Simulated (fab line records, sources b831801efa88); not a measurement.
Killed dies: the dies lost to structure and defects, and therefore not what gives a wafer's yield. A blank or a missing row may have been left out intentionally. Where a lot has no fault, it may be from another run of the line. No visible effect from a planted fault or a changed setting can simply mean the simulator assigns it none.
Which tool was responsible? -- flow sky130 -- 21 wafers sampled from 7 lots at 1 step of a route of 708

## WHAT THE GAUGES SHOWED, per wafer
SKY_LDD_P_TW_MEAS_11.
lot,measured,on,LDD_P_TW
L939,day 20 23:34,filmMetro-03,634 632 633
L942,day 23 00:13,filmMetro-04,637 635 640
L949,day 24 12:46,filmMetro-03,638 634 633
L951,day 25 10:37,filmMetro-04,640 642 646
L953,day 26 00:34,filmMetro-03,636 635 636
L955,day 26 13:43,filmMetro-04,638 638 638
L957,day 27 18:28,filmMetro-04,639 638 643

## WHAT TOOL EACH LOT RAN ON (gives the tool, then ch and the chambers of the sampled wafers, and finally the start)
There is no process step in the record ahead of these readings.

## THE ANSWER, worked out from the rows above alone
Rule: the usual values come from the lots themselves. The widest of any qualifying gaps counts: lots, ordered by their means at a reading, are off when they make up no more than a third of the lots, leave a main group of 4 or more, and stand apart from it by 3 or more times the standard deviation of that group's means. A main group whose means are all the same, to the digits that the tables above print for the reading, isn't used. A lot without any number at a reading at which 4 lots or more have one is off too. The other lots that the step has rows for count as sound.
Across all readings shown, no lot is off: no conclusion can be drawn from this.

## WHAT THE SIMULATOR PUT IN
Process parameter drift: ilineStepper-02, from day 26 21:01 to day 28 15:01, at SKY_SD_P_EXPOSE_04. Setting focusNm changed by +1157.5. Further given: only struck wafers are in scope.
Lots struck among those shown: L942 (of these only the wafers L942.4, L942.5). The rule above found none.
